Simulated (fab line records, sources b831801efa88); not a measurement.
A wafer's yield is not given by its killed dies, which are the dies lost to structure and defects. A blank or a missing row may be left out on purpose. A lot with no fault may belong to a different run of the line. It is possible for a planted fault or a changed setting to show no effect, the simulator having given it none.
A lot that was struck, set against a sound lot ; flow sky130 ; 23 out of 708 route steps
Sound: these wafers, L653.1, L653.5, L653.6. Wafers L662.2, L662.3, L662.4 were the ones struck. Last of all comes the cause.
At each step with rows: each side's tool, then ch and its chambers, then its first start. Under that, the readings that differ: sound wafers ; struck wafers ; difference of the means ; sigmas: that difference in standard deviations of wafers without a fault.
alike: readings whose means differ by less than 2 such deviations, and words and numbers that are the same on both sides. not compared: withheld readings, readings that some wafer has no value for, bounds like >300 that may hide the same value, and numbers for which the record gives no deviation and whose values overlap.
Wherever a step has rows on one side only, a row that says differs or no value, or a row with sigmas, the two part there. Numbers that don't overlap but have no deviation are shown without sigmas and don't part them. A reading missing from all wafers of one side parts the sides only when that side holds two or more wafers.

SKY_LOCAL_INTERCONNECT_STRIP_15: strips in O2/N2.
  sound on plasma_asher-04 ch 0,1, day 29 17:11; struck on plasma_asher-04 ch 0,1, day 33 10:17
  alike: drypump_motor_current_A, oes_product_au, strip_time_to_endpoint_s
  not compared: rf_hours_counter_h
then, 3 steps without rows for these wafers: SKY_LOCAL_INTERCONNECT_STRIP_16 (strips in post etch residue remover, time 1200 s); SKY_LOCAL_INTERCONNECT_CLEAN_17 (cleans in IPA, time 180 s); SKY_LOCAL_INTERCONNECT_CLEAN_18 (cleans in O3/DIW).
SKY_CONTACT_CVD_00: deposits Si3N4, target thk 75 nm.
  sound on pecvd-04 ch 0,2, day 29 17:49; struck on pecvd-04 ch 1,2, day 33 10:53
  alike: heater_power_w, susceptor_temp_C
SKY_CONTACT_THK_MEAS_01:
  struck on film_metro-02, day 33 10:56; sound on film_metro-01, day 29 17:52
  alike: CONTACT_CVD_00_THK
then, 1 step without rows for these wafers: SKY_CONTACT_HDPCVD_02 (deposits SiO2, target thk 565 nm, time 94.2 s).
SKY_CONTACT_THK_MEAS_03:
  struck on film_metro-02, day 33 11:14; sound on film_metro-03, day 29 17:59
  alike: CONTACT_HDPCVD_THK
SKY_CONTACT_CMP_04: polishes SiO2.
  sound on cmp-02 ch 1,2,3, day 29 18:09; struck on cmp-01 ch 1,2,3, day 33 11:17
reading;sound;struck;difference;sigmas
edge_zone_pressure_frac;1.009 1.012 1.008;0.996 0.996 0.994;-0.014;-3
  alike: motor_current_A, time_to_endpoint_s
SKY_CONTACT_BOW_MEAS_05:
  struck on film_metro-03, day 33 11:41; sound on film_metro-01, day 29 18:21
  alike: CONTACT_BOW
then, 2 steps without rows for these wafers: SKY_CONTACT_DEHYDRATE_06 (time 60 s); SKY_CONTACT_HMDS_07 (prime time 60 s).
SKY_CONTACT_COAT_08: resist thk 60 nm.
  sound on litho_track-03 ch 0, day 30 08:07; struck on litho_track-01 ch 0, day 34 00:59
reading;sound;struck;difference;sigmas
dispense_pressure_kPa (kPa);59.2 59.2 59.2;54.5 54.5 54.5;-4.7;-2
spin_speed_rpm (rpm);3002.2 2998.4 2999.8;3243.3 3243.1 3244.3;+243.4;+99 or more
then, 5 steps without rows for these wafers: SKY_CONTACT_COAT_09 (resist thk 450 nm); SKY_CONTACT_SOFTBAKE_10 (time 90 s); SKY_CONTACT_EXPOSE_11 (exposes mask CTM1, target cd 170 nm); SKY_CONTACT_PEB_12; SKY_CONTACT_DEVELOP_13 (develop time 60 s).
SKY_CONTACT_CD_MEAS_14: the cd target is 170 nm.
  struck on cd_sem-02, day 34 14:59; sound on cd_sem-02, day 30 22:31
  alike: cd_nm
SKY_CONTACT_OVL_MEAS_15:
  struck on overlay-02, day 34 15:06; sound on overlay-02, day 30 22:38
  alike: CONTACT_OVL
SKY_CONTACT_ETCH_16: etches BARC in N2/H2, stops on SiO2, time 45.9 s, target depth 60 nm.
  sound on rie_diel-03 ch 0,1, day 30 22:40; struck on rie_diel-03 ch 1,2,3, day 34 15:08
reading;sound;struck;difference;sigmas
oes_product_au (a.u.);0.848 0.848 0.854;0.834 0.828 0.839;-0.016;-4
model.etch.depth_nm (nm);59.97 59.89 60.04;57.81 57.74 57.88;-2.16;
  alike: drypump_motor_current_A, throttle_valve_pct
  not compared: rf_hours_counter_h
SKY_CONTACT_ETCH_17: etches SiO2 in C4F8/O2/Ar, stops on Si3N4, target depth 340 nm.
  sound on rie_diel-03 ch 0,1, day 30 22:43; struck on rie_diel-03 ch 1,2,3, day 34 15:10
  alike: oes_product_au
following that, these wafers have no rows for 1 step: SKY_PAD_OPEN_PROBE_99.

== WHERE THEY PART ==
First at SKY_CONTACT_CMP_04; last, within this record, at SKY_CONTACT_ETCH_16. Later steps at which nothing parts them and some readings are alike: SKY_CONTACT_ETCH_17.

WHY: what had been put in by the simulator
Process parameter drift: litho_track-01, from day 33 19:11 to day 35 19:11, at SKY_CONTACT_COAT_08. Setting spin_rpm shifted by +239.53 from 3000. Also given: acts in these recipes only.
